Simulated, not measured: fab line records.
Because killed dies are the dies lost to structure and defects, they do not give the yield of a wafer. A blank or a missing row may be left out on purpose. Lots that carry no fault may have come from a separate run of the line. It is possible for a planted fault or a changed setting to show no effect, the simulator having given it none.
fab line records	flow gf180mcu	part 1 of 2: steps 1 to 42 of 43
record: lots: 6	wafers: 18	last_day: 34
route steps=602 shown HV_LDD@198 NSD@235 PASSIVATION@602
lots untouched by any fault: they come from a run of this same line in which no faults occurred
start_h: hours from the record's first day to the start of the lot's first wafer shown	wait_h: time in hours since the lot's previous step	" same as the row above	L1.1+2: a row that stands for several wafers	- no value, or no start given	* or withheld: withheld	< > ~ a bound
route shown NAME@n: names a module that has steps shown in the file, with the first one's number in the route	usual: mean/standard deviation taken from wafers without a fault	same: alike in all rows	chamber/n: place in a boat	sites: each site's reading	_std_site: the values' standard deviation	_edge_site: inner sites' mean taken away from outer sites' mean	radius_mm: how far each site lies from the wafer's centre	mask NAME#n: copy n	behind: the last tool/chamber to shape the wafer	hold: why the lot was held/for how many hours/how that ended	device: the n, p or np transistor that did not switch	end of line: tests of these same wafers at the route's end	a step without rows: its recipe alone	killed: not the wafer's yield, but the dies lost to structure and defects at the first sort	map: dies across one wafer; x = killed, . = not, _ = none there
set.NAME: setting as actually run; set.NAME@STEP: the setting as run at that earlier step	model.NAME: the simulator's own value behind a step, which no gauge read
lots at selected steps of the route; one table per step, one row per wafer
services: from which hour (start_h, from the record's first day; less than 0 if before it) a tool's chamber was out of use, for how many hours, and why
== steps ==
step: GF_HV_LDD_STRIP_22
recipe: chemistry: O2/N2	power_w: 1400	pressure_mtorr: 1500	platen_temp_c: 250	o2_flow_sccm: 3000	n2_flow_sccm: 300	overash_fraction: 0.5
usual: drypump_motor_current_A: 5.7/0.66	heater_power_w: 340/29	oes_product_au: 0.716/0.0047	strip_time_to_endpoint_s: 12.64/0.032
lot.wafer	tool	chamber	start_h	wait_h	drypump_motor_current_A	heater_power_w	oes_product_au	rf_hours_counter_h	strip_time_to_endpoint_s
L920.2	plasma_asher-03	1	251.92	0.1	5.5	294	0.718	52	12.66
L920.4	"	0	"	"	5.5	364	0.714	-	12.65
L920.5	"	0	"	"	5.6	357	0.724	-	12.63
L929.1	plasma_asher-04	1	317.77	0.1	6.6	308	0.713	69	12.64
L929.3	"	1	"	"	6.6	310	0.721	-	12.68
L929.4	"	0	"	"	4.9	350	0.715	-	12.65
L935.2	plasma_asher-04	1	367.72	0.1	6.6	313	0.715	74	12.70
L935.5	"	1	"	"	6.5	311	0.708	-	12.66
L935.6	"	0	"	"	4.9	351	0.717	-	12.63
L936.1	plasma_asher-01	0	370.23	0.1	6.6	373	0.718	69	12.60
L936.3	"	1	"	"	5.2	351	0.717	-	12.61
L936.4	"	0	"	"	6.6	379	0.710	-	12.60
L938.1	plasma_asher-01	0	396.48	0.1	6.6	367	0.720	72	12.62
L938.4	"	0	"	"	6.6	365	0.720	-	12.61
L938.6	"	1	"	"	5.2	353	0.710	-	12.61
L941.1	plasma_asher-04	1	412.05	0.1	6.6	315	0.718	79	12.71
L941.3	"	1	"	"	6.6	314	0.713	-	12.65
L941.5	"	0	"	"	4.9	354	0.719	-	12.70
step: GF_HV_LDD_TW_MEAS_23
usual: HV_LDD_2_TW: 1052/7.6
lot.wafer	tool	chamber	start_h	wait_h	HV_LDD_2_TW
L920.2	film_metro-01	-	252.03	0.1	1046
L920.4	"	-	"	"	1043
L920.5	"	-	"	"	1042
L929.1	film_metro-01	-	317.87	0.1	1047
L929.3	"	-	"	"	1048
L929.4	"	-	"	"	1052
L935.2	film_metro-01	-	367.83	0.1	1053
L935.5	"	-	"	"	1056
L935.6	"	-	"	"	1054
L936.1	film_metro-03	-	370.33	0.1	1049
L936.3	"	-	"	"	1058
L936.4	"	-	"	"	1053
L938.1	film_metro-01	-	396.65	0.1	1056
L938.4	"	-	"	"	1053
L938.6	"	-	"	"	1054
L941.1	film_metro-03	-	412.15	0.1	1066
L941.3	"	-	"	"	1061
L941.5	"	-	"	"	1064
step: GF_HV_LDD_DEHYDRATE_24
recipe: temp_c: 200	time_s: 60
step: GF_HV_LDD_HMDS_25
recipe: prime_time_s: 60	prime_temp_c: 120
step: GF_HV_LDD_COAT_26
recipe: resist: NOVOLAK	spin_rpm: 3000	resist_thk_nm: 1000
step: GF_HV_LDD_SOFTBAKE_27
recipe: temp_c: 90	time_s: 60	resist: NOVOLAK
step: GF_HV_LDD_EXPOSE_28
recipe: mask_id: Nplus_HV_AREA	target_cd_nm: 400	na: 0.6	source_shape: conventional	sigma_outer: 0.6	dose_mj: 142.6
step: GF_HV_LDD_PEB_29
recipe: temp_c: withheld	time_s: *	resist: NOVOLAK
step: GF_HV_LDD_DEVELOP_30
recipe: develop_time_s: 60	dev_temp_c: 23
step: GF_HV_LDD_CD_MEAS_31
recipe: target_cd_nm: 400
usual: cd_nm: 404.1/2
lot.wafer	tool	chamber	start_h	wait_h	cd_nm
L920.2	cd_sem-02	-	271.06	0.1	404.6
L920.4	"	-	"	"	406.6
L920.5	"	-	"	"	406.1
L929.1	cd_sem-02	-	339.07	0.1	404.1
L929.3	"	-	"	"	405.3
L929.4	"	-	"	"	404.5
L935.2	cd_sem-01	-	390.18	0.1	404.0
L935.5	"	-	"	"	402.3
L935.6	"	-	"	"	401.5
L936.1	cd_sem-02	-	392.96	0.1	402.7
L936.3	"	-	"	"	402.1
L936.4	"	-	"	"	405.7
L938.1	cd_sem-01	-	419.41	0.1	401.6
L938.4	"	-	"	"	401.3
L938.6	"	-	"	"	402.3
L941.1	cd_sem-01	-	436.44	0.1	407.3
L941.3	"	-	"	"	406.0
L941.5	"	-	"	"	404.9
step: GF_HV_LDD_OVL_MEAS_32
usual: HV_LDD_02_OVL: 0.8/1.4
lot.wafer	tool	chamber	start_h	wait_h	HV_LDD_02_OVL[nm]
L920.2	overlay-02	-	271.17	0.1	0.1
L920.4	"	-	"	"	2.0
L920.5	"	-	"	"	3.0
L929.1	overlay-01	-	339.19	0.1	-0.7
L929.3	"	-	"	"	0.7
L929.4	"	-	"	"	0.3
L935.2	overlay-02	-	390.29	0.1	1.9
L935.5	"	-	"	"	0.2
L935.6	"	-	"	"	2.6
L936.1	overlay-02	-	393.08	0.1	-1.6
L936.3	"	-	"	"	-1.0
L936.4	"	-	"	"	-0.2
L938.1	overlay-02	-	419.53	0.1	0.8
L938.4	"	-	"	"	1.2
L938.6	"	-	"	"	1.8
L941.1	overlay-01	-	436.56	0.1	1.4
L941.3	"	-	"	"	0.1
L941.5	"	-	"	"	2.0
step: GF_HV_LDD_IMPLANT_33
recipe: species: P	energy_kev: 60	dose_cm2: 7.5e+12	tilt_deg: 30	rotation_deg: 0
step: GF_HV_LDD_IMPLANT_34
recipe: species: P	energy_kev: 60	dose_cm2: 7.5e+12	tilt_deg: 30	rotation_deg: 90
usual: end_station_pressure_torr: 5.06e-06/2.6e-07
same: implant_ion_amu: 31
lot.wafer	tool	chamber	start_h	wait_h	end_station_pressure_torr
L920.2	implanter-01	0	271.37	0.1	4.71e-06
L920.4	"	0	"	"	5.62e-06
L920.5	"	0	"	"	5.31e-06
L929.1	implanter-03	0	339.38	0.1	5.18e-06
L929.3	"	0	"	"	5.02e-06
L929.4	"	0	"	"	5.23e-06
L935.2	implanter-01	0	390.50	0.1	5.12e-06
L935.5	"	0	"	"	4.94e-06
L935.6	"	0	"	"	5.21e-06
L936.1	implanter-04	0	393.27	0.1	4.93e-06
L936.3	"	0	"	"	5.05e-06
L936.4	"	0	"	"	5.3e-06
L938.1	implanter-01	0	419.72	0.1	4.9e-06
L938.4	"	0	"	"	5.16e-06
L938.6	"	0	"	"	5.29e-06
L941.1	implanter-04	0	436.75	0.1	5.02e-06
L941.3	"	0	"	"	5.17e-06
L941.5	"	0	"	"	4.9e-06
step: GF_HV_LDD_IMPLANT_35
recipe: species: P	energy_kev: 60	dose_cm2: 7.5e+12	tilt_deg: 30	rotation_deg: 180
step: GF_HV_LDD_IMPLANT_36
recipe: species: P	energy_kev: 60	dose_cm2: 7.708e+12	tilt_deg: 30	rotation_deg: 270
step: GF_HV_LDD_STRIP_37
recipe: chemistry: O2/N2	power_w: 1400	pressure_mtorr: 1500	platen_temp_c: 250	o2_flow_sccm: 3000	n2_flow_sccm: 300	overash_fraction: 0.5
usual: drypump_motor_current_A: 5.7/0.57	heater_power_w: 339/32	oes_product_au: 0.716/0.0049	strip_time_to_endpoint_s: 12.64/0.038
lot.wafer	tool	chamber	start_h	wait_h	drypump_motor_current_A	heater_power_w	oes_product_au	rf_hours_counter_h	strip_time_to_endpoint_s
L920.2	plasma_asher-04	0	271.80	0.1	4.9	342	0.714	64	12.65
L920.4	"	0	"	"	5.0	348	0.722	-	12.63
L920.5	"	1	"	"	6.6	306	0.724	-	12.64
L929.1	plasma_asher-01	1	339.83	0.1	5.2	349	0.702	66	12.64
L929.3	"	0	"	"	6.6	363	0.707	-	12.63
L929.4	"	1	"	"	5.2	347	0.717	-	12.65
L935.2	plasma_asher-03	0	390.92	0.1	5.5	377	0.711	67	12.64
L935.5	"	0	"	"	5.5	363	0.720	-	12.63
L935.6	"	1	"	"	5.5	289	0.713	-	12.62
L936.1	plasma_asher-03	0	393.72	0.1	5.6	375	0.727	68	12.59
L936.3	"	1	"	"	5.5	292	0.715	-	12.60
L936.4	"	0	"	"	5.6	371	0.725	-	12.59
L938.1	plasma_asher-01	1	420.17	0.1	5.2	352	0.713	74	12.67
L938.4	"	0	"	"	6.6	374	0.712	-	12.68
L938.6	"	1	"	"	5.2	349	0.711	-	12.68
L941.1	plasma_asher-04	1	437.20	0.1	6.5	314	0.712	81	12.69
L941.3	"	1	"	"	6.5	312	0.712	-	12.68
L941.5	"	0	"	"	4.9	346	0.704	-	12.75
step: GF_HV_LDD_TW_MEAS_38
usual: HV_LDD_3_TW: 1440/10
lot.wafer	tool	chamber	start_h	wait_h	HV_LDD_3_TW
L920.2	film_metro-01	-	271.91	0.1	1429
L920.4	"	-	"	"	1430
L920.5	"	-	"	"	1436
L929.1	film_metro-03	-	339.93	0.1	1451
L929.3	"	-	"	"	1454
L929.4	"	-	"	"	1448
L935.2	film_metro-03	-	391.03	0.1	1449
L935.5	"	-	"	"	1445
L935.6	"	-	"	"	1440
L936.1	film_metro-03	-	393.82	0.1	1453
L936.3	"	-	"	"	1451
L936.4	"	-	"	"	1443
L938.1	film_metro-03	-	420.27	0.1	1455
L938.4	"	-	"	"	1451
L938.6	"	-	"	"	1450
L941.1	film_metro-01	-	437.30	0.1	1444
L941.3	"	-	"	"	1447
L941.5	"	-	"	"	1441
step: GF_HV_LDD_DEHYDRATE_39
recipe: temp_c: 200	time_s: 60
step: GF_HV_LDD_HMDS_40
recipe: prime_time_s: 60	prime_temp_c: 120
step: GF_HV_LDD_COAT_41
recipe: resist: NOVOLAK	spin_rpm: 3000	resist_thk_nm: 1000
step: GF_HV_LDD_SOFTBAKE_42
recipe: temp_c: 90	time_s: 60	resist: NOVOLAK
step: GF_HV_LDD_EXPOSE_43
recipe: mask_id: Pplus_HV_AREA	target_cd_nm: 400	na: 0.6	source_shape: conventional	sigma_outer: 0.6	dose_mj: 140
step: GF_HV_LDD_PEB_44
recipe: temp_c: withheld	time_s: *	resist: NOVOLAK
step: GF_HV_LDD_DEVELOP_45
recipe: develop_time_s: 60	dev_temp_c: 23
step: GF_HV_LDD_CD_MEAS_46
recipe: target_cd_nm: 400
usual: cd_nm: 400.3/2.4
lot.wafer	tool	chamber	start_h	wait_h	cd_nm
L920.2	cd_sem-01	-	291.19	0.1	403.1
L920.4	"	-	"	"	403.1
L920.5	"	-	"	"	400.8
L929.1	cd_sem-02	-	361.11	0.1	399.6
L929.3	"	-	"	"	401.7
L929.4	"	-	"	"	400.5
L935.2	cd_sem-01	-	413.84	0.1	401.0
L935.5	"	-	"	"	401.8
L935.6	"	-	"	"	402.0
L936.1	cd_sem-02	-	416.66	0.1	401.8
L936.3	"	-	"	"	400.4
L936.4	"	-	"	"	403.9
L938.1	cd_sem-01	-	444.12	0.1	398.0
L938.4	"	-	"	"	398.2
L938.6	"	-	"	"	397.4
L941.1	cd_sem-02	-	461.96	0.1	401.5
L941.3	"	-	"	"	400.4
L941.5	"	-	"	"	399.2
step: GF_HV_LDD_OVL_MEAS_47
usual: HV_LDD_03_OVL: 0.8/1.3
lot.wafer	tool	chamber	start_h	wait_h	HV_LDD_03_OVL[nm]
L920.2	overlay-02	-	291.29	0.1	0.9
L920.4	"	-	"	"	0.9
L920.5	"	-	"	"	0.8
L929.1	overlay-01	-	361.23	0.1	-1.3
L929.3	"	-	"	"	0.3
L929.4	"	-	"	"	1.2
L935.2	overlay-02	-	413.95	0.1	1.2
L935.5	"	-	"	"	2.7
L935.6	"	-	"	"	1.7
L936.1	overlay-02	-	416.78	0.1	-0.6
L936.3	"	-	"	"	-0.2
L936.4	"	-	"	"	0.8
L938.1	overlay-02	-	444.24	0.1	-1.5
L938.4	"	-	"	"	2.4
L938.6	"	-	"	"	1.1
L941.1	overlay-01	-	462.08	0.1	-0.1
L941.3	"	-	"	"	1.3
L941.5	"	-	"	"	1.1
step: GF_HV_LDD_IMPLANT_48
recipe: species: B	energy_kev: 25	dose_cm2: 3e+13	tilt_deg: 7
step: GF_HV_LDD_STRIP_49
recipe: chemistry: O2/N2	power_w: 1400	pressure_mtorr: 1500	platen_temp_c: 250	o2_flow_sccm: 3000	n2_flow_sccm: 300	overash_fraction: 0.5
usual: drypump_motor_current_A: 5.7/0.64	heater_power_w: 336/31	oes_product_au: 0.716/0.0046	strip_time_to_endpoint_s: 12.65/0.033
lot.wafer	tool	chamber	start_h	wait_h	drypump_motor_current_A	heater_power_w	oes_product_au	rf_hours_counter_h	strip_time_to_endpoint_s
L920.2	plasma_asher-04	1	291.47	0.1	6.5	320	0.712	67	12.65
L920.4	"	0	"	"	4.9	353	0.719	-	12.67
L920.5	"	1	"	"	6.6	312	0.721	-	12.67
L929.1	plasma_asher-04	0	361.42	0.1	4.9	356	0.720	73	12.65
L929.3	"	0	"	"	4.9	351	0.715	-	12.65
L929.4	"	1	"	"	6.6	312	0.722	-	12.64
L935.2	plasma_asher-03	0	414.13	0.1	5.6	367	0.712	70	12.64
L935.5	"	0	"	"	5.6	363	0.710	-	12.69
L935.6	"	1	"	"	5.5	288	0.719	-	12.67
L936.1	plasma_asher-03	1	416.97	0.1	5.5	291	0.709	70	12.71
L936.3	"	1	"	"	5.6	289	0.725	-	12.64
L936.4	"	0	"	"	5.6	365	0.715	-	12.70
L938.1	plasma_asher-04	1	444.43	0.1	6.6	320	0.721	82	12.73
L938.4	"	0	"	"	5.0	349	0.717	-	12.67
L938.6	"	1	"	"	6.6	317	0.715	-	12.71
L941.1	plasma_asher-03	0	462.27	0.1	5.5	366	0.711	75	12.63
L941.3	"	0	"	"	5.5	360	0.723	-	12.62
L941.5	"	1	"	"	5.5	289	0.714	-	12.66
step: GF_HV_LDD_TW_MEAS_50
usual: HV_LDD_4_TW: 570/4.5
lot.wafer	tool	chamber	start_h	wait_h	HV_LDD_4_TW
L920.2	film_metro-03	-	291.58	0.1	571
L920.4	"	-	"	"	576
L920.5	"	-	"	"	571
L929.1	film_metro-01	-	361.52	0.1	568
L929.3	"	-	"	"	568
L929.4	"	-	"	"	568
L935.2	film_metro-03	-	414.24	0.1	575
L935.5	"	-	"	"	571
L935.6	"	-	"	"	572
L936.1	film_metro-01	-	417.10	0.1	566
L936.3	"	-	"	"	566
L936.4	"	-	"	"	569
L938.1	film_metro-03	-	444.53	0.1	569
L938.4	"	-	"	"	570
L938.6	"	-	"	"	574
L941.1	film_metro-03	-	462.37	0.1	577
L941.3	"	-	"	"	574
L941.5	"	-	"	"	575
step: GF_HV_LDD_CLEAN_51
recipe: chemistry: SC1/SC2	mix: 1:4:20	temp_c: 70	time_s: 150	dry: n2_spin
step: GF_HV_LDD_RTA_52
recipe: temp_c: 1000	time_s: 10	ambient: N2
usual: lamp_power_pct: 28.4/1	wafer_temp_C_max: 1004.7/0.91
same: time_s: 10
lot.wafer	tool	chamber	start_h	wait_h	lamp_power_pct	wafer_temp_C_max
L920.2	rtp_anneal-01	0	291.69	0.0	27.5	1004.2
L920.4	"	0	"	"	27.5	1004.0
L920.5	"	0	"	"	27.5	1005.9
L929.1	rtp_anneal-01	0	361.63	0.0	27.5	1004.5
L929.3	"	0	"	"	27.5	1004.5
L929.4	"	0	"	"	27.5	1004.5
L935.2	rtp_anneal-01	0	414.35	0.0	27.5	1004.1
L935.5	"	0	"	"	27.5	1005.8
L935.6	"	0	"	"	27.5	1004.9
L936.1	rtp_anneal-01	0	417.21	0.0	27.5	1005.4
L936.3	"	0	"	"	27.5	1005.4
L936.4	"	0	"	"	27.5	1004.9
L938.1	rtp_anneal-02	0	444.64	0.0	29.7	1005.2
L938.4	"	0	"	"	29.6	1004.8
L938.6	"	0	"	"	29.6	1005.9
L941.1	rtp_anneal-02	0	462.48	0.0	29.6	1006.8
L941.3	"	0	"	"	29.6	1005.7
L941.5	"	0	"	"	29.7	1004.0
step: GF_HV_LDD_RS_MEAS_53
recipe: thk_meas_gauge: four-point-probe
usual: HV_LDD_RS: 418.0/1
lot.wafer	tool	chamber	start_h	wait_h	HV_LDD_RS[ohm/sq]
L920.2	film_metro-01	-	291.77	0.1	418.0
L920.4	"	-	"	"	418.5
L920.5	"	-	"	"	417.1
L929.1	film_metro-03	-	361.70	0.1	418.6
L929.3	"	-	"	"	418.0
L929.4	"	-	"	"	418.3
L935.2	film_metro-03	-	414.43	0.1	419.8
L935.5	"	-	"	"	417.9
L935.6	"	-	"	"	420.3
L936.1	film_metro-03	-	417.34	0.1	418.9
L936.3	"	-	"	"	418.2
L936.4	"	-	"	"	417.5
L938.1	film_metro-03	-	444.71	0.1	419.0
L938.4	"	-	"	"	417.9
L938.6	"	-	"	"	420.1
L941.1	film_metro-04	-	462.55	0.1	417.7
L941.3	"	-	"	"	419.7
L941.5	"	-	"	"	419.3
step: GF_HV_LDD_CVD_54
recipe: material: SiO2	target_thk_nm: 10	precursor: TEOS	temp_c: 680	time_s: 75	pressure_mtorr: 400
step: GF_HV_LDD_THK_MEAS_55
recipe: reads: SiO2_of_HV_LDD_CVD_54
usual: HV_LDD_CVD_54_THK: 9.99/0.11
lot.wafer	tool	chamber	start_h	wait_h	HV_LDD_CVD_54_THK[nm]
L920.2	film_metro-01	-	293.46	0.1	10.01
L920.4	"	-	"	"	9.77
L920.5	"	-	"	"	10.04
L929.1	film_metro-01	-	362.84	0.0	10.08
L929.3	"	-	"	"	10.01
L929.4	"	-	"	"	9.91
L935.2	film_metro-03	-	415.56	0.0	10.09
L935.5	"	-	"	"	10.14
L935.6	"	-	"	"	10.12
L936.1	film_metro-01	-	418.48	0.0	10.09
L936.3	"	-	"	"	10.02
L936.4	"	-	"	"	9.98
L938.1	film_metro-03	-	445.85	0.0	9.87
L938.4	"	-	"	"	9.83
L938.6	"	-	"	"	9.75
L941.1	film_metro-04	-	463.69	0.0	10.04
L941.3	"	-	"	"	9.96
L941.5	"	-	"	"	9.97
step: GF_HV_LDD_CVD_56
recipe: material: Si3N4	precursor: DCS/NH3	target_thk_nm: 90	temp_c: 770	time_s: 1543	pressure_mtorr: 250
step: GF_HV_LDD_THK_MEAS_57
recipe: reads: Si3N4_of_HV_LDD_CVD_56
usual: HV_LDD_CVD_56_THK: 89.8/0.65
lot.wafer	tool	chamber	start_h	wait_h	HV_LDD_CVD_56_THK[nm]
L920.2	film_metro-01	-	294.95	0.0	90.0
L920.4	"	-	"	"	89.4
L920.5	"	-	"	"	89.6
L929.1	film_metro-03	-	364.33	0.0	89.9
L929.3	"	-	"	"	90.1
L929.4	"	-	"	"	90.3
L935.2	film_metro-01	-	417.05	0.0	90.5
L935.5	"	-	"	"	91.2
L935.6	"	-	"	"	91.6
L936.1	film_metro-01	-	419.97	0.0	90.2
L936.3	"	-	"	"	90.4
L936.4	"	-	"	"	90.3
L938.1	film_metro-01	-	447.34	0.0	90.0
L938.4	"	-	"	"	89.5
L938.6	"	-	"	"	89.4
L941.1	film_metro-01	-	465.89	0.0	89.7
L941.3	"	-	"	"	90.1
L941.5	"	-	"	"	89.6
step: GF_HV_LDD_ETCHBACK_58
recipe: chemistry: CH3F/O2	target: Si3N4	stop_on: SiO2	source_w: 400	bias_w: 80	pressure_mtorr: 25	ch3f_flow_sccm: 40	O2_flow_sccm: 30	time_s: 100	target_depth_a: 900
usual: drypump_motor_current_A: 5.7/0.66	oes_product_au: 0.841/0.0057	throttle_valve_pct: 10.562/0.0086
same: time_s: 100
lot.wafer	tool	chamber	start_h	wait_h	drypump_motor_current_A	oes_product_au	rf_hours_counter_h	throttle_valve_pct
L920.2	rie_diel-01	3	295.00	0.0	4.7	0.840	77	10.556
L920.4	"	2	"	"	5.9	0.841	72	10.568
L920.5	"	3	"	"	4.7	0.845	-	10.573
L929.1	rie_diel-03	1	364.39	0.1	5.1	0.840	105	10.564
L929.3	"	2	"	"	6.6	0.842	65	10.570
L929.4	"	0	"	"	5.1	0.847	17	10.557
L935.2	rie_diel-04	2	417.10	0.0	5.9	0.850	9	10.571
L935.5	"	1	"	"	6.1	0.846	-	10.557
L935.6	"	0	"	"	5.3	0.857	-	10.567
L936.1	rie_diel-03	2	420.03	0.1	6.6	0.842	67	10.551
L936.3	"	0	"	"	5.2	0.847	19	10.573
L936.4	"	1	"	"	5.1	0.836	107	10.555
L938.1	rie_diel-03	3	447.40	0.1	6.5	0.852	36	10.554
L938.4	"	3	"	"	6.4	0.839	-	10.555
L938.6	"	0	"	"	5.2	0.841	-	10.569
L941.1	rie_diel-03	0	465.95	0.1	5.2	0.840	20	10.562
L941.3	"	1	"	"	5.1	0.847	0	10.569
L941.5	"	2	"	"	6.6	0.835	-	10.556
step: GF_NSD_DEHYDRATE_00
recipe: temp_c: 200	time_s: 60
step: GF_NSD_HMDS_01
recipe: prime_time_s: 60	prime_temp_c: 120
step: GF_NSD_COAT_02
recipe: resist: NOVOLAK	spin_rpm: 3000	resist_thk_nm: 1000
step: GF_NSD_SOFTBAKE_03
recipe: temp_c: 90	time_s: 60	resist: NOVOLAK
step: GF_NSD_EXPOSE_04
recipe: mask_id: Nplus	target_cd_nm: 400	na: 0.6	source_shape: conventional	sigma_outer: 0.6	dose_mj: 140
